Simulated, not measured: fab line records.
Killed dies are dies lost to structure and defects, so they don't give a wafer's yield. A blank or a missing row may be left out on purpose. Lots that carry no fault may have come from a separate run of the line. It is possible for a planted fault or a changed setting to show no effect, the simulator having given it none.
What tool caused it? | flow sky130 | 45 wafers from 15 lots sampled at 4 of the route's 708 steps

## WHAT THE GAUGES READ, wafer by wafer
SKY_METAL1_CD_MEAS_15: target cd 140 nm.
lot  | measured     | on        | cd_nm (nm)
L113 | day 34 03:52 | cd_sem-01 | 140.2 141.6 140.2
L112 | day 34 05:55 | cd_sem-01 | 141.2 144.3 141.3
L114 | day 34 07:57 | cd_sem-01 | 139.5 138.9 139.5
L115 | day 34 09:37 | cd_sem-01 | 139.1 140.4 140.1
L116 | day 34 19:05 | cd_sem-01 | 139.2 138.4 139.5
L119 | day 35 15:53 | cd_sem-01 | 141.1 141.4 141.5
L120 | day 35 16:11 | cd_sem-02 | 140.7 139.2 141.4
L121 | day 36 02:31 | cd_sem-01 | 139.8 140.3 138.8
L122 | day 36 13:38 | cd_sem-01 | 138.6 141.7 138.8
L125 | day 37 03:11 | cd_sem-02 | 140.3 141.2 140.8
L126 | day 37 16:04 | cd_sem-01 | 142.3 141.7 141.0
L129 | day 38 04:50 | cd_sem-02 | 141.6 140.5 141.1
L131 | day 38 23:13 | cd_sem-01 | 139.0 140.0 139.8
L133 | day 39 20:08 | cd_sem-02 | 140.0 139.4 140.6
L135 | day 39 22:13 | cd_sem-02 | 137.6 139.4 140.4

SKY_VIA1_CD_MEAS_12: target cd 150 nm.
lot  | measured     | on        | cd_nm (nm)
L113 | day 35 07:46 | cd_sem-02 | 149.2 149.6 148.4
L112 | day 35 09:26 | cd_sem-02 | 149.0 149.7 148.6
L114 | day 35 12:16 | cd_sem-01 | 151.5 151.2 150.7
L115 | day 35 14:04 | cd_sem-02 | 150.5 151.9 151.7
L116 | day 35 23:08 | cd_sem-01 | 149.0 149.6 146.6
L122 | day 37 18:08 | cd_sem-01 | 150.6 150.8 151.6
L125 | day 38 07:05 | cd_sem-01 | 150.0 150.0 150.3
L126 | day 38 18:28 | cd_sem-01 | 148.0 150.3 150.0
L129 | day 39 07:06 | cd_sem-01 | 148.3 148.7 149.8
L131 | day 40 02:22 | cd_sem-01 | 151.0 150.4 148.9
L133 | day 40 22:25 | cd_sem-01 | 149.3 152.2 150.2
L135 | day 41 00:10 | cd_sem-02 | 147.1 144.9 146.0

## WHAT TOOL EACH LOT RAN ON (gives the tool, then ch and the chambers of the sampled wafers, and finally the start)
lot  | SKY_LOCAL_INTERCONNECT_STRIP_15      | SKY_METAL1_STRIP_20
L113 | plasma_asher-04 ch 0,1, day 31 18:38 | plasma_asher-01 ch 0,1, day 34 04:11
L112 | plasma_asher-04 ch 0,1, day 31 20:49 | plasma_asher-01 ch 0,1, day 34 06:16
L114 | plasma_asher-04 ch 0,1, day 31 21:10 | plasma_asher-03 ch 0, day 34 08:16
L115 | plasma_asher-04 ch 0,1, day 31 23:19 | plasma_asher-01 ch 0,1, day 34 09:56
L116 | plasma_asher-04 ch 0,1, day 32 09:01 | plasma_asher-04 ch 0,1, day 34 19:26
L119 | plasma_asher-02 ch 0, day 33 06:28   | plasma_asher-01 ch 0,1, day 35 16:13
L120 | plasma_asher-01 ch 0, day 33 07:07   | plasma_asher-03 ch 0,1, day 35 16:32
L121 | plasma_asher-04 ch 0,1, day 33 17:32 | plasma_asher-01 ch 0,1, day 36 02:50
L122 | plasma_asher-04 ch 0,1, day 34 05:32 | plasma_asher-01 ch 0,1, day 36 14:10
L125 | plasma_asher-01 ch 0,1, day 34 19:13 | plasma_asher-01 ch 0,1, day 37 03:38
L126 | plasma_asher-01 ch 0,1, day 35 06:53 | plasma_asher-03 ch 0,1, day 37 16:23
L129 | plasma_asher-02 ch 0,1, day 35 20:56 | plasma_asher-03 ch 0,1, day 38 05:10
L131 | plasma_asher-01 ch 0,1, day 36 16:09 | plasma_asher-03 ch 0,1, day 38 23:32
L133 | plasma_asher-04 ch 0,1, day 37 14:43 | plasma_asher-01 ch 0,1, day 39 20:28
L135 | plasma_asher-04 ch 0,1, day 37 17:04 | plasma_asher-04 ch 0,1, day 39 22:32
- SKY_LOCAL_INTERCONNECT_STRIP_15: strips in O2/N2.
- SKY_METAL1_STRIP_20: strips in O2/N2.

## AS READ BY THE TOOLS THEMSELVES (means over the sampled wafers that have a number; for cases with no such wafer, the mark the record gives instead)
SKY_LOCAL_INTERCONNECT_STRIP_15.
lot  | tool            | chamber_pressure_mTorr (mTorr) | drypump_motor_current_A (A) | oes_product_au (a.u.) | strip_time_to_endpoint_s (s)
L113 | plasma_asher-04 | 1499.4                         | 6.2                         | 0.428                 | 4.743
L112 | plasma_asher-04 | 1499.6                         | 6.2                         | 0.426                 | 4.735
L114 | plasma_asher-04 | 1499.7                         | 6.1                         | 0.426                 | 4.727
L115 | plasma_asher-04 | 1499.4                         | 6.1                         | 0.425                 | 4.730
L116 | plasma_asher-04 | 1500.7                         | 6.1                         | 0.424                 | 4.755
L119 | plasma_asher-02 | 1497.9                         | 5.7                         | 0.426                 | 4.744
L120 | plasma_asher-01 | 1502.0                         | 5.2                         | 0.425                 | 4.734
L121 | plasma_asher-04 | 1499.8                         | 6.1                         | 0.433                 | 4.736
L122 | plasma_asher-04 | 1498.6                         | 6.1                         | 0.433                 | 4.757
L125 | plasma_asher-01 | 1499.5                         | 5.5                         | 0.424                 | 4.729
L126 | plasma_asher-01 | 1499.6                         | 5.5                         | 0.426                 | 4.717
L129 | plasma_asher-02 | 1501.3                         | 5.3                         | 0.426                 | 4.723
L131 | plasma_asher-01 | 1501.1                         | 5.4                         | 0.424                 | 4.727
L133 | plasma_asher-04 | 1500.2                         | 6.0                         | 0.430                 | 4.746
L135 | plasma_asher-04 | 1498.6                         | 6.2                         | 0.433                 | 4.745

SKY_METAL1_STRIP_20.
lot  | tool            | chamber_pressure_mTorr (mTorr) | drypump_motor_current_A (A) | oes_product_au (a.u.) | strip_time_to_endpoint_s (s)
L113 | plasma_asher-01 | 1500.3                         | 5.4                         | 0.345                 | 2.72
L112 | plasma_asher-01 | 1498.7                         | 5.5                         | 0.352                 | 2.80
L114 | plasma_asher-03 | 1499.6                         | 5.6                         | 0.344                 | 2.78
L115 | plasma_asher-01 | 1501.2                         | 5.4                         | 0.347                 | 2.71
L116 | plasma_asher-04 | 1500.4                         | 6.2                         | 0.343                 | 2.72
L119 | plasma_asher-01 | -                              | -                           | -                     | -
L120 | plasma_asher-03 | -                              | -                           | -                     | -
L121 | plasma_asher-01 | -                              | -                           | -                     | -
L122 | plasma_asher-01 | 1498.2                         | 5.4                         | 0.346                 | 2.80
L125 | plasma_asher-01 | 1500.1                         | 5.4                         | 0.343                 | 2.70
L126 | plasma_asher-03 | 1499.6                         | 5.6                         | 0.346                 | 2.70
L129 | plasma_asher-03 | 1502.1                         | 5.6                         | 0.347                 | 2.79
L131 | plasma_asher-03 | 1500.4                         | 5.6                         | 0.339                 | 2.66
L133 | plasma_asher-01 | 1499.6                         | 5.4                         | 0.346                 | 2.70
L135 | plasma_asher-04 | 1500.8                         | 6.1                         | 0.347                 | 2.76

## THE ANSWER, worked out from the rows above alone
Rule: usual is defined by the lots themselves. Put in order of their means at a reading, lots are off if they are a third of the lots or fewer, leave a main group of 4 or more, and stand apart from it by a gap of 3 or more times the standard deviation of the main group's means; of several such gaps the widest counts. A main group is skipped when, at the precision printed for the reading in the tables above, its means are all equal. Also off: a lot with no number at a reading for which 4 or more lots have one. Where the step has rows for the other lots, those lots are counted as sound. The gauges are gone through in route order, then the tools' own readings, and for those a lot's mean is taken as printed above. At the first step where some lot is off, the reading lying furthest off is the one used; lots without a number count as furthest.
Off at SKY_METAL1_STRIP_20 (chamber_pressure_mTorr): L119, L120, L121. Without a number there: L119, L120, L121. Mean 1500.1 mTorr and standard deviation 1 in the main group.
A tool fits if, at that step or a process step before it, it ran every lot that is off, and no sound lot after the first of them. None of those tried fits.

## WHAT THE SIMULATOR PUT IN
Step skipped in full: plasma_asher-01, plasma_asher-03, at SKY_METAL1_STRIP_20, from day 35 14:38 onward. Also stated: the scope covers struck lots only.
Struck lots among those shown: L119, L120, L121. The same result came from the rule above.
